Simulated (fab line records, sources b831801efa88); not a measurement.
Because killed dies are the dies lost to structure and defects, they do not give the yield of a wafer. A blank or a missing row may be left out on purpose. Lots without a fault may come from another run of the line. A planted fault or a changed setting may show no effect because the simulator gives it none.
Problem report in the 8D (eight disciplines) form, filled by code || flow gf180mcu || the parts of the form that need people (team, actions taken, sign-off) are left out

## 1. THE ISSUE
Mean VT_IMPLANT_2_TW at GF_VT_IMPLANT_TW_MEAS_21: 1272 over 6 wafers in 2 lots; fault-free wafers: 1213, standard deviation 4.7. Measured from the usual mean, that is +13 standard deviations.
First observed at day 7 21:52: wafer L701.1, on film-metro-01. At this step, 39 wafers from 13 lots have a number in the record. Rule for "out" (also "out of limits"): further than 4 standard deviations from the usual mean. The rest of the wafers with a number are treated as sound.

## 2. WHAT IT IS, AND WHAT IT ISN'T
{"question": "which readings at this step", "is": "VT_IMPLANT_2_TW", "is not": "-"}
{"question": "which lots", "is": "L701, L703", "is not": "L696, L697, L699, L708, L709, L713, L714, L715, L716, L717, L718"}
{"question": "which wafers of those lots", "is": "all that have a number", "is not": "-"}
{"question": "read on which gauges", "is": "film-metro-01, film-metro-02", "is not": "film-metro-04"}
{"question": "when", "is": "from day 7 21:52", "is not": "up to then (9 sound wafers); but 24 sound wafers of L708, L709, L713, L714, L715, L716, L717, L718 came after"}

## 3. WHAT RULES OUT EACH SUSPECT
Counting: a tool stays on the suspect list if, at a process step up to the reading, it processed all lots that are out and no sound lot following the first of them.
- the gauge at GF_VT_IMPLANT_TW_MEAS_21 has been ruled out. 2 gauges (film-metro-01, film-metro-02) read the wafers that are out.
- implanter-02 at GF_VT_IMPLANT_IMPLANT_19: ruled out as a lasting fault. Sound lots L713, L714, L715, L718 ran on it after its first lot that is out, L701 (day 7 21:37).
Left after counting: nothing in the record.

## 4. THE CAUSE (what the simulator had put in)
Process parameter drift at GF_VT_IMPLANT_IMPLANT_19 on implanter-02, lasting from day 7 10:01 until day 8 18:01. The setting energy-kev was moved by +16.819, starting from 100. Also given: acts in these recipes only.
The count ruled it out by mistake, since the rule takes a fault to strike every lot its tool runs from the start of the fault on, and this one did not do so.

## 5. SEQUENCE OF EFFECTS, ordered by route
Each row: a reading where the mean over the struck wafers with a number is more than 3 standard deviations away from the usual. Only readings for which the record gives a usual standard deviation are gone through. hours: the time from each lot's start at the first step in this table that gives one to its start at this step, as a median over the lots. sigmas: the change in usual standard deviations.
{"hours": 0, "step": "GF_VT_IMPLANT_IMPLANT_19", "reading": "beam-energy-keV", "usual": 100.01, "on struck wafers": 116.84, "change": "+16.83", "sigmas": "+99 or more"}
{"hours": 0, "step": "GF_VT_IMPLANT_TW_MEAS_21", "reading": "VT_IMPLANT_2_TW", "usual": 1213, "on struck wafers": 1272, "change": "+59", "sigmas": "+13"}
The process steps in it:
- GF_VT_IMPLANT_IMPLANT_19

## 6. WHAT WOULD HAVE CAUGHT IT SOONER
12 hours passed between the start of the fault at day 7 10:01 and the first reading out of limits at a measuring or inspecting step in this record, taken at day 7 21:52.
Tool's own readings at GF_VT_IMPLANT_IMPLANT_19, beam-energy-keV: out on all struck wafers the step has rows for; an alarm limit on them would have tripped on the first.
